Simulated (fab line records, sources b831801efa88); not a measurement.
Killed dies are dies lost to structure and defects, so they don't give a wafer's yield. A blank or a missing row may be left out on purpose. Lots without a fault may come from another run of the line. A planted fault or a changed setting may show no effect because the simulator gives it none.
Problem report in the 8D (eight disciplines) form, filled by code | flow sky130 | the parts of the form that need people (team, actions taken, sign-off) are left out

1. THE PROBLEM
SONOS_TUNNEL_TW at SKY_SONOS_TUNNEL_TW_MEAS_12 reads a mean of 181.2 on 3 wafers of 2 lots; wafers without a fault read 196.2 with a standard deviation of 1.5. That is -10 standard deviations from the usual mean.
First seen on wafer L292.1, day 15 08:10, on film_metro-04. The record holds 35 wafers of 12 lots with a number at this step. Rule for "out", or "out of limits": more than 4 standard deviations from the usual mean. The other wafers with a number count as sound.

2. WHAT IT IS AND WHAT IT IS NOT
question                    | is                           | is not
which readings at this step | SONOS_TUNNEL_TW              | -
which lots                  | L292, L296                   | L282, L283, L284, L286, L297, L299, L300, L302, L303, L304
which wafers of those lots  | L292.1, L296.1, L296.3       | L292.4, L292.5
read on which gauges        | film_metro-02, film_metro-04 | film_metro-01
when                        | from day 15 08:10            | up to then (14 sound wafers); but 18 sound wafers of L297, L299, L300, L302, L303, L304 came after

3. SUSPECTS, AND WHAT RULES EACH OUT
Counting: a tool at a process step up to the reading stays a suspect if it ran every lot that is out. Sound lots after the first of them don't rule it out here, since some wafers of a struck lot are sound.
- the gauge at SKY_SONOS_TUNNEL_TW_MEAS_12: ruled out. The wafers that are out were read on 2 gauges (film_metro-02, film_metro-04).
- implanter-04 at SKY_SONOS_TUNNEL_IMPLANT_09: kept. It ran every lot that is out, first L292 (day 15 07:44). Its own readings are out on those wafers: beam_on_s, faraday_current_uA.
Left after counting: implanter-04 at SKY_SONOS_TUNNEL_IMPLANT_09.

4. THE CAUSE (what the simulator had put in)
Process parameter drift: implanter-04, from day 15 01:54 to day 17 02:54, at SKY_SONOS_TUNNEL_IMPLANT_09. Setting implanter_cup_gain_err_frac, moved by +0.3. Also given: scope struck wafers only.
Counting left only this tool.

5. THE CHAIN OF EFFECTS, in route order
Each row: a reading whose mean over the struck wafers that have a number lies more than 3 standard deviations from the usual. Only readings for which the record gives a usual standard deviation are gone through. hours: the time from each lot's start at the first step in this table that gives one to its start at this step, as a median over the lots. sigmas: the change in usual standard deviations.
hours | step                        | reading            | usual  | on struck wafers | change | sigmas
0     | SKY_SONOS_TUNNEL_IMPLANT_09 | beam_on_s          | 9.97 s | 7.59             | -2.38  | -12
0     | SKY_SONOS_TUNNEL_IMPLANT_09 | faraday_current_uA | 5.65   | 7.42             | +1.77  | +16
0     | SKY_SONOS_TUNNEL_TW_MEAS_12 | SONOS_TUNNEL_TW    | 196.2  | 181.2            | -15.0  | -10
The process steps in it:
- SKY_SONOS_TUNNEL_IMPLANT_09
Later measuring or inspecting steps at which every struck wafer that the step has a row for has a number for every such reading, and none has moved that far: SKY_SONOS_ONO_CD_MEAS_13.

6. WHAT WOULD HAVE CAUGHT IT SOONER
In this record the first reading out of limits at a measuring or inspecting step was taken at day 15 08:10, 6 hours after the fault began at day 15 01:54.
The tool's own readings at SKY_SONOS_TUNNEL_IMPLANT_09 were out on every struck wafer that the step has a row for (beam_on_s, faraday_current_uA): an alarm limit on them would have fired on the first of those.
Of the lots that are out (2), L296 began SKY_SONOS_TUNNEL_IMPLANT_09 on implanter-04 after day 15 08:10. A hold on the tool at that time would have spared it.
